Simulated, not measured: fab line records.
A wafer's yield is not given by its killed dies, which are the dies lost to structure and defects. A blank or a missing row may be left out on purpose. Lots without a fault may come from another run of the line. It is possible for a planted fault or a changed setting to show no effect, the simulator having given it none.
A struck lot beside a sound one    flow sky130    43 out of 708 route steps
Sound: these wafers, L338.2, L338.4, L338.6. Struck: wafer L348.6. (L348.2, L348.4 of the same lot were not struck and are left out.) The cause comes at the end.
At each step with rows: each side's tool, then ch and its chambers, then its first start. Under that, the readings that differ: sound wafers    struck wafers    difference of the means    sigmas: that difference in standard deviations of wafers without a fault.
alike: words and numbers the same on both sides, and readings whose means are apart by under 2 such deviations; not compared: readings that were withheld, readings missing a value for some wafer, numbers with overlapping values and no deviation given by the record, and bounds like >300 which may hide the same value.
A row with sigmas, a row that says differs or no value, or rows on one side alone: a step with any of these is where the two part. Numbers that don't overlap but have no deviation are shown without sigmas and don't part them. Lack of a reading on every wafer of one side parts them only where that side has two or more wafers.

SKY_LOCAL_INTERCONNECT_RS_MEAS_01: the measuring method here is four-point-probe.
  sound on film_metro-02 at day 29 21:11; struck on film_metro-04 at day 33 02:31
  alike: LOCAL_INTERCONNECT_TIN_RS
SKY_LOCAL_INTERCONNECT_THK_MEAS_02: measures by xrf.
  sound on film_metro-02 at day 29 21:17; struck on film_metro-04 at day 33 02:38
  alike: LOCAL_INTERCONNECT_TIN_THK
then, 8 steps without rows for these wafers: SKY_LOCAL_INTERCONNECT_DEHYDRATE_03 (time 60 s); SKY_LOCAL_INTERCONNECT_HMDS_04 (prime time 60 s); SKY_LOCAL_INTERCONNECT_COAT_05 (resist thk 60 nm); SKY_LOCAL_INTERCONNECT_COAT_06 (resist thk 450 nm); SKY_LOCAL_INTERCONNECT_SOFTBAKE_07 (time 90 s); SKY_LOCAL_INTERCONNECT_EXPOSE_08 (exposes mask LI1M, target cd 170 nm); SKY_LOCAL_INTERCONNECT_PEB_09; SKY_LOCAL_INTERCONNECT_DEVELOP_10 (develop time 60 s).
SKY_LOCAL_INTERCONNECT_CD_MEAS_11: the cd target is 170 nm.
  sound on cd_sem-01 at day 31 00:46; struck on cd_sem-01 at day 34 03:46
  alike: cd_nm
SKY_LOCAL_INTERCONNECT_OVL_MEAS_12:
  sound on overlay-01 at day 31 00:52; struck on overlay-01 at day 34 03:52
  alike: LOCAL_INTERCONNECT_OVL
SKY_LOCAL_INTERCONNECT_ETCH_13: etches BARC in N2/H2, stops on SiO2, time 45.9 s, target depth 60 nm.
  sound on rie_metal-02 ch 0,1, day 31 00:53; struck on rie_metal-02 ch 1, day 34 03:54
  alike: drypump_motor_current_A, oes_product_au, throttle_valve_pct
  not compared: rf_hours_counter_h
SKY_LOCAL_INTERCONNECT_METAL_ETCH_14: etches TiN in Cl2/BCl3, stops on PSG, target depth 110 nm, time 31.4 s.
  sound on rie_metal-02 ch 0,1, day 31 00:57; struck on rie_metal-02 ch 1, day 34 03:58
  alike: drypump_motor_current_A, oes_product_au, throttle_valve_pct
  not compared: rf_hours_counter_h
SKY_LOCAL_INTERCONNECT_STRIP_15: strips in O2/N2.
  sound on plasma_asher-04 ch 0,1, day 31 01:01; struck on plasma_asher-03 ch 0, day 34 04:01
  alike: drypump_motor_current_A, oes_product_au, strip_time_to_endpoint_s
  not compared: rf_hours_counter_h
then, 4 steps without rows for these wafers: SKY_LOCAL_INTERCONNECT_STRIP_16 (strips in post etch residue remover, time 1200 s); SKY_LOCAL_INTERCONNECT_CLEAN_17 (cleans in IPA, time 180 s); SKY_LOCAL_INTERCONNECT_CLEAN_18 (cleans in O3/DIW); SKY_CONTACT_CVD_00 (deposits Si3N4, target thk 75 nm).
SKY_CONTACT_THK_MEAS_01:
  sound on film_metro-04 at day 31 01:39; struck on film_metro-03 at day 34 04:41
  alike: CONTACT_CVD_00_THK
then, 1 step without rows for these wafers: SKY_CONTACT_HDPCVD_02 (deposits SiO2, target thk 565 nm, time 94.2 s).
SKY_CONTACT_THK_MEAS_03:
  sound on film_metro-03 at day 31 01:46; struck on film_metro-01 at day 34 04:49
  alike: CONTACT_HDPCVD_THK
then, 1 step without rows for these wafers: SKY_CONTACT_CMP_04 (polishes SiO2).
SKY_CONTACT_BOW_MEAS_05:
  sound on film_metro-03 at day 31 02:08; struck on film_metro-01 at day 34 05:11
  alike: CONTACT_BOW
then, 8 steps without rows for these wafers: SKY_CONTACT_DEHYDRATE_06 (time 60 s); SKY_CONTACT_HMDS_07 (prime time 60 s); SKY_CONTACT_COAT_08 (resist thk 60 nm); SKY_CONTACT_COAT_09 (resist thk 450 nm); SKY_CONTACT_SOFTBAKE_10 (time 90 s); SKY_CONTACT_EXPOSE_11 (exposes mask CTM1, target cd 170 nm); SKY_CONTACT_PEB_12; SKY_CONTACT_DEVELOP_13 (develop time 60 s).
SKY_CONTACT_CD_MEAS_14: the cd target is 170 nm.
  sound on cd_sem-01 at day 32 05:19; struck on cd_sem-01 at day 35 04:22
  alike: cd_nm
SKY_CONTACT_OVL_MEAS_15:
  sound on overlay-01 at day 32 05:25; struck on overlay-02 at day 35 04:28
  alike: CONTACT_OVL
SKY_CONTACT_ETCH_16: etches BARC in N2/H2, stops on SiO2, time 45.9 s, target depth 60 nm.
  sound on rie_diel-03 ch 0,1,3, day 32 05:26; struck on rie_diel-02 ch 0, day 35 04:30
reading                sound              struck  difference  sigmas
oes_product_au (a.u.)  0.851 0.861 0.862  0.845   -0.013      -3
  alike: drypump_motor_current_A, throttle_valve_pct
  not compared: rf_hours_counter_h
SKY_CONTACT_ETCH_17: etches SiO2 in C4F8/O2/Ar, stops on Si3N4, target depth 340 nm.
  sound on rie_diel-03 ch 0,1,3, day 32 05:29; struck on rie_diel-02 ch 0, day 35 04:32
  alike: oes_product_au
then, 1 step without rows for these wafers: SKY_CONTACT_ETCH_18 (etches Si3N4 in CHF3/O2, stops on TiN, time 39 s, target depth 75 nm).
SKY_CONTACT_STRIP_19: strips in O2/N2.
  sound on plasma_asher-01 ch 0,1, day 32 05:34; struck on plasma_asher-01 ch 1, day 35 04:38
  alike: drypump_motor_current_A, oes_product_au, strip_time_to_endpoint_s
  not compared: rf_hours_counter_h
then, 4 steps without rows for these wafers: SKY_CONTACT_STRIP_20 (strips in post etch residue remover, time 1200 s); SKY_CONTACT_CLEAN_21 (cleans in IPA, time 180 s); SKY_CONTACT_CLEAN_22 (cleans in O3/DIW); SKY_CONTACT_SPUTTER_23 (material TiN, target thk 20 nm, time 80 s).
-- the record jumps here: 13 days lie between the struck wafers' starts before and after (it left off in module CONTACT and takes up again in module PAD_OPEN, whose first step shown is number 708 of the route) --
SKY_PAD_OPEN_PROBE_99:
  the record has rows for the struck wafers here (prober-01, day 48 11:01) and none for the sound ones

## WHERE THEY PART
At SKY_CONTACT_ETCH_16 first; at SKY_PAD_OPEN_PROBE_99 last (within this record only).

WHY: the cause the simulator had injected
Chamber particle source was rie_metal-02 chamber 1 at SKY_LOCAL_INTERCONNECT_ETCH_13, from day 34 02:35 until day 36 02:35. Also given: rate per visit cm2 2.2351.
